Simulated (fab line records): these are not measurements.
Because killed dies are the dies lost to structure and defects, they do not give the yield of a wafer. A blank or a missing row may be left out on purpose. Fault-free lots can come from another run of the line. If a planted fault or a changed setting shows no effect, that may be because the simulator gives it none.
Struck lot and sound lot, side by side	flow sky130	38 steps out of a route of 708
Sound: wafers L338.1, L338.4, L338.5. Struck: wafers L337.2, L337.5, L337.6. The cause is named last.
At each step with rows: each side's tool, then ch and its chambers, then its first start. Under that, the readings that differ: sound wafers	struck wafers	difference of the means	sigmas: that difference in standard deviations of wafers without a fault.
alike: a reading whose means differ by less than 2 such deviations, as well as words and numbers matching on both sides. not compared: withheld readings; readings where some wafer has no value; bounds like >300 that might hide an equal value; numbers whose values overlap and for which the record gives no deviation.
Wherever a step has rows on one side only, a row that says differs or no value, or a row with sigmas, the two part there. Numbers that don't overlap but have no deviation are shown without sigmas and don't part them. A reading missing from all wafers of one side parts the sides only when that side holds two or more wafers.

first, 9 steps without rows for these wafers: SKY_VIA2_SPUTTER_20 (material TiN, target thk 20 nm, time 80 s); SKY_VIA2_CVD_21 (deposits W, target thk 420 nm, time 126.4 s); SKY_VIA2_CMP_24 (polishes, stops on SiO2, t overpolish 20 s, target thk 0 nm); SKY_METAL3_SPUTTER_00 (material Ti, target thk 15 nm, time 10 s); SKY_METAL3_SPUTTER_01 (material TiN, target thk 20 nm, time 16.7 s); SKY_METAL3_SPUTTER_02 (material AlCu, target thk 735 nm, time 39.1 s); SKY_METAL3_SPUTTER_03 (material Ti, target thk 5 nm, time 3.3 s); SKY_METAL3_SPUTTER_04 (material TiN, target thk 70 nm, time 58.3 s); SKY_CAPM_CVD_00 (deposits SiO2, target thk 15.5 nm).
SKY_CAPM_SPUTTER_02: material TiN, target thk 200 nm, time 166.7 s.
  sound on pvd_sputter-02, day 42 09:52; struck on pvd_sputter-03, day 42 07:28
reading	sound	struck	difference	sigmas
cathode_dc_power_W (W)	6500.1 6502.9 6498.2	5108.6 5108.6 5109.0	-1391.7	-99 or more
throttle_valve_pct (%)	28.8 28.9 29.1	30.3 30.9 31.3	+1.9	+2
model.TiN_of_CAPM_SPUTTER_02.thk_nm (nm)	200.9 201.9 201.3	156.2 158.4 155.1	-44.8	
SKY_CAPM_RS_MEAS_03: the measuring method here is four-point-probe.
  sound on film_metro-01, day 42 09:59; struck on film_metro-01, day 42 07:36
reading	sound	struck	difference	sigmas
CAPM_TIN_RS (ohm/sq)	6.87 6.82 6.86	8.90 8.77 8.95	+2.02	+29
SKY_CAPM_THK_MEAS_04: measures by xrf.
  sound on film_metro-01, day 42 10:06; struck on film_metro-01, day 42 07:43
reading	sound	struck	difference	sigmas
CAPM_TIN_THK (nm)	200.2 201.4 200.5	155.4 158.0 154.6	-44.7	-20
then, 7 steps without rows for these wafers: SKY_CAPM_DEHYDRATE_05 (time 60 s); SKY_CAPM_HMDS_06 (prime time 60 s); SKY_CAPM_COAT_07 (resist thk 1140 nm); SKY_CAPM_SOFTBAKE_08 (time 60 s); SKY_CAPM_EXPOSE_09 (exposes mask CAPM, target cd 1000 nm); SKY_CAPM_PEB_10; SKY_CAPM_DEVELOP_11 (develop time 60 s).
SKY_CAPM_METAL_ETCH_13: etches TiN in Cl2/BCl3, stops on SiO2, target depth 220 nm, time 62.9 s.
  sound on rie_metal-01 ch 0,1, day 43 09:14; struck on rie_metal-02 ch 0,1, day 43 05:03
reading	sound	struck	difference	sigmas
oes_product_au (a.u.)	0.937 0.950 0.949	0.816 0.823 0.816	-0.127	-18
throttle_valve_pct (%)	21.903 21.905 21.911	21.977 21.988 21.978	+0.075	+8
  alike: drypump_motor_current_A
  not compared: rf_hours_counter_h
then, 16 steps without rows for these wafers: SKY_CAPM_STRIP_14 (strips in O2/N2); SKY_CAPM_STRIP_15 (strips in post etch residue remover, time 1200 s); SKY_CAPM_CLEAN_16 (cleans in IPA, time 180 s); SKY_CAPM_CLEAN_17 (cleans in O3/DIW); SKY_METAL3_DEHYDRATE_05 (time 60 s); SKY_METAL3_HMDS_06 (prime time 60 s); SKY_METAL3_COAT_07 (resist thk 60 nm); SKY_METAL3_COAT_08 (resist thk 1140 nm); SKY_METAL3_SOFTBAKE_09 (time 90 s); SKY_METAL3_EXPOSE_10 (exposes mask MM3, target cd 300 nm); SKY_METAL3_PEB_11; SKY_METAL3_DEVELOP_12 (develop time 60 s); SKY_METAL3_DESCUM_15 (chemistry O2, time 8 s); SKY_METAL3_ETCH_16 (etches BARC in N2/H2, stops on SiO2, time 88.2 s, target depth 60 nm); SKY_METAL3_ETCH_17 (etches SiO2 in C4F8/O2/Ar, stops on TiN, time 3.9 s, target depth 15 nm); SKY_METAL3_METAL_ETCH_18 (etches the open film in Cl2/BCl3, stops on SiO2, target depth 845 nm, time 183.1 s).
SKY_METAL3_STRIP_20: strips in post etch residue remover, time 1200 s.
  sound on wet_bench-04 ch 3, day 44 09:11; struck on wet_bench-04 ch 3, day 44 04:59
reading	sound	struck	difference	sigmas
model.TiN_of_CAPM_SPUTTER_02.thk_nm (nm)	200.1 201.1 200.4	155.3 157.5 154.3	-44.8	
  alike: temp_c
-- the record jumps here: 6 days lie between the struck wafers' starts before and after (it left off in module METAL3 and takes up again in module PAD_OPEN, whose first step shown is number 708 of the route) --
SKY_PAD_OPEN_PROBE_99:
  sound on prober-01, day 50 10:50; struck on prober-02, day 50 06:40
reading	sound	struck	difference	sigmas
killed_at_contacts	23 25 22	40 31 34	+12	+2
model.etest.cap_mim.plate_ohm_sq	5.992 5.92 6.002	7.71 7.494 7.698	+1.66	
model.etest.cap_mim.bv_v (V)	13.72 14.45 13.96	12.42 12.9 12.85	-1.32	
model.etest.cap_mim.leak_log10_a_cm2	-8.785 -9.102 -9.015	-8.482 -8.499 -8.457	+0.488	
  alike: defect_limited_yield, killed_at_M0_to_M3, killed_at_M4_up, killed_at_front_end, killed_at_other, killed_dies, killed_on_rim, killed_open, killed_short, sort_bin_3_pad_short, sort_bin_5_function, sort_bin_6_memory, sort_n_pass, sort_yield_pct

WHERE THEY PART
First at SKY_CAPM_SPUTTER_02; last, within this record, at SKY_PAD_OPEN_PROBE_99.

WHY: whatever the simulator had introduced
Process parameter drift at SKY_CAPM_SPUTTER_02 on pvd_sputter-03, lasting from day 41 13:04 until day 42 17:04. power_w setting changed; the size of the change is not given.
